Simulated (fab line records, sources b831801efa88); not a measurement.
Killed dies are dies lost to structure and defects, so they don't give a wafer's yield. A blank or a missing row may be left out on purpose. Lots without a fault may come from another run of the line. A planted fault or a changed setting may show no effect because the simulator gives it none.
Which tool did it? | flow sky130 | 13 lots, 39 wafers sampled, at 5 steps of a route of 708

WHAT THE GAUGES READ, wafer by wafer
SKY_VIA2_BOW_MEAS_03.
lot  | measured     | on            | VIA2_BOW (um)
L520 | day 35 18:40 | film_metro-04 | 88 74 93
L521 | day 35 20:47 | film_metro-01 | 78 87 75
L523 | day 36 18:23 | film_metro-01 | 89 89 85
L522 | day 36 19:28 | film_metro-01 | 92 80 88
L525 | day 37 00:57 | film_metro-01 | 82 83 86
L530 | day 38 17:43 | film_metro-04 | 79 74 77
L531 | day 38 22:55 | film_metro-01 | 93 91 87
L533 | day 39 11:11 | film_metro-04 | 69 80 77
L534 | day 39 17:43 | film_metro-04 | 82 87 86
L535 | day 39 23:43 | film_metro-02 | 80 84 90
L536 | day 40 10:32 | film_metro-02 | 85 81 90
L541 | day 41 17:10 | film_metro-04 | 82 79 89
L543 | day 42 06:15 | film_metro-04 | 88 94 94

SKY_METAL3_CD_MEAS_13: target cd 300 nm.
lot  | measured     | on        | cd_nm (nm)
L520 | day 39 02:23 | cd_sem-01 | 300.0 301.7 301.6
L521 | day 39 04:14 | cd_sem-01 | 302.7 302.3 301.6
L523 | day 40 00:49 | cd_sem-01 | 298.6 298.4 299.5
L522 | day 40 02:25 | cd_sem-02 | 296.8 299.0 297.8
L525 | day 40 06:23 | cd_sem-02 | 298.2 299.3 297.8
L530 | day 41 21:25 | cd_sem-01 | 299.5 299.8 299.6
L531 | day 42 01:55 | cd_sem-01 | 299.2 298.5 299.3
L533 | day 42 13:06 | cd_sem-01 | 300.5 300.0 301.6
L534 | day 42 20:31 | cd_sem-02 | 301.0 301.7 301.2
L535 | day 43 01:32 | cd_sem-02 | 297.1 297.0 296.5
L536 | day 43 12:34 | cd_sem-01 | 268.3 285.6 243.6
L541 | day 44 15:10 | cd_sem-01 | 301.4 299.3 301.2
L543 | day 45 04:05 | cd_sem-02 | 300.6 300.0 300.3

WHICH TOOL RAN EACH LOT (tool, then ch and the chambers of the sampled wafers, then the start)
lot  | SKY_METAL2_METAL_ETCH_19          | SKY_VIA2_SPUTTER_20          | SKY_METAL3_EXPOSE_10
L520 | rie_metal-03 ch 1, day 35 17:29   | pvd_sputter-02, day 36 21:29 | krf_scanner-02 ch 0, day 38 14:31
L521 | rie_metal-04 ch 0,1, day 35 19:32 | pvd_sputter-01, day 36 23:52 | krf_scanner-01 ch 0, day 38 16:37
L523 | rie_metal-03 ch 0,1, day 36 17:08 | pvd_sputter-02, day 37 21:27 | krf_scanner-02 ch 0, day 39 12:25
L522 | rie_metal-04 ch 0,1, day 36 18:04 | pvd_sputter-01, day 37 22:50 | krf_scanner-01 ch 0, day 39 14:43
L525 | rie_metal-04 ch 0,1, day 36 23:41 | pvd_sputter-01, day 38 03:32 | krf_scanner-02 ch 0, day 39 18:44
L530 | rie_metal-04 ch 0,1, day 38 16:32 | pvd_sputter-02, day 39 19:35 | krf_scanner-02 ch 0, day 41 09:53
L531 | rie_metal-02 ch 0,1, day 38 21:43 | pvd_sputter-02, day 40 00:23 | krf_scanner-02 ch 0, day 41 13:44
L533 | rie_metal-04 ch 0,1, day 39 09:59 | pvd_sputter-04, day 40 12:36 | krf_scanner-01 ch 0, day 42 01:48
L534 | rie_metal-02 ch 0,1, day 39 16:29 | pvd_sputter-04, day 40 19:08 | krf_scanner-02 ch 0, day 42 08:37
L535 | rie_metal-02 ch 0, day 39 22:29   | pvd_sputter-01, day 41 01:16 | krf_scanner-02 ch 0, day 42 13:47
L536 | rie_metal-02 ch 0,1, day 40 09:19 | pvd_sputter-04, day 41 12:15 | krf_scanner-02 ch 0, day 43 01:43
L541 | rie_metal-04 ch 0,1, day 41 15:50 | pvd_sputter-02, day 42 17:08 | krf_scanner-01 ch 0, day 44 04:50
L543 | rie_metal-03 ch 0,1, day 42 05:04 | pvd_sputter-01, day 43 05:56 | krf_scanner-01 ch 0, day 44 17:01
- SKY_METAL2_METAL_ETCH_19: etches the open film in Cl2/BCl3, stops on SiO2, target depth 360 nm, time 78 s.
- SKY_VIA2_SPUTTER_20: material TiN, target thk 20 nm, time 80 s.
- SKY_METAL3_EXPOSE_10: exposes mask MM3, target cd 300 nm.

WHAT THE TOOLS THEMSELVES READ (means of the sampled wafers that have a number; where no wafer has one, the mark that the record gives instead)
SKY_METAL2_METAL_ETCH_19.
lot  | tool         | chamber_pressure_mTorr (mTorr) | drypump_motor_current_A (A) | oes_product_au (a.u.) | rf_fwd_power_W (W) | throttle_valve_pct (%)
L520 | rie_metal-03 | 9.995                          | 5.4                         | 0.850                 | 890.8              | 22.259
L521 | rie_metal-04 | 10.003                         | 6.4                         | 0.857                 | 894.4              | 22.264
L523 | rie_metal-03 | 10.004                         | 5.1                         | 0.853                 | 891.0              | 22.263
L522 | rie_metal-04 | 10.000                         | 6.2                         | 0.861                 | 893.1              | 22.266
L525 | rie_metal-04 | 10.005                         | 6.2                         | 0.856                 | 895.0              | 22.271
L530 | rie_metal-04 | 10.001                         | 6.3                         | 0.852                 | 895.1              | 22.260
L531 | rie_metal-02 | 10.008                         | 5.4                         | 0.855                 | 892.8              | 22.261
L533 | rie_metal-04 | 10.003                         | 6.4                         | 0.857                 | 892.8              | 22.268
L534 | rie_metal-02 | 10.007                         | 5.3                         | 0.850                 | 896.1              | 22.271
L535 | rie_metal-02 | 9.994                          | 5.1                         | 0.844                 | 894.4              | 22.260
L536 | rie_metal-02 | 10.006                         | 5.3                         | 0.851                 | 893.2              | 22.260
L541 | rie_metal-04 | 9.993                          | 6.2                         | 0.849                 | 893.0              | 22.258
L543 | rie_metal-03 | 10.009                         | 5.1                         | 0.851                 | 889.4              | 22.264

SKY_VIA2_SPUTTER_20.
lot  | tool           | throttle_valve_pct (%)
L520 | pvd_sputter-02 | 29.4
L521 | pvd_sputter-01 | 29.3
L523 | pvd_sputter-02 | 30.1
L522 | pvd_sputter-01 | 29.1
L525 | pvd_sputter-01 | 29.3
L530 | pvd_sputter-02 | 29.8
L531 | pvd_sputter-02 | 30.1
L533 | pvd_sputter-04 | 31.5
L534 | pvd_sputter-04 | 31.4
L535 | pvd_sputter-01 | 29.2
L536 | pvd_sputter-04 | 30.2
L541 | pvd_sputter-02 | 29.7
L543 | pvd_sputter-01 | 30.0

THE ANSWER, worked out from the rows above alone
Rule: what is usual is taken from the lots themselves. Put in order of their means at a reading, lots are off if they are a third of the lots or fewer, leave a main group of 4 or more, and stand apart from it by a gap of 3 or more times the standard deviation of the main group's means; of several such gaps the widest counts. A main group whose means are all the same, to the digits that the tables above print for the reading, isn't used. A lot without any number at a reading at which 4 lots or more have one is off too. The other lots that the step has rows for count as sound. The gauges are gone through in route order, then the tools' own readings, and for those a lot's mean is taken as printed above. The first step at which some lot is off is used, and at that step the reading that is off furthest; a lot without a number counts as furthest.
Off: L536, at SKY_METAL3_CD_MEAS_13 (cd_nm). The main group: mean 299.7 nm, standard deviation 1.5.
A tool fits if, at a process step before that reading, it ran every lot that is off, and no sound lot after the first of them. The gauges at SKY_METAL3_CD_MEAS_13 are tried like those tools. Can't be told from this: 3 tools fit, rie_metal-02 at SKY_METAL2_METAL_ETCH_19, pvd_sputter-04 at SKY_VIA2_SPUTTER_20, krf_scanner-02 at SKY_METAL3_EXPOSE_10.

WHAT THE SIMULATOR HAD PUT IN
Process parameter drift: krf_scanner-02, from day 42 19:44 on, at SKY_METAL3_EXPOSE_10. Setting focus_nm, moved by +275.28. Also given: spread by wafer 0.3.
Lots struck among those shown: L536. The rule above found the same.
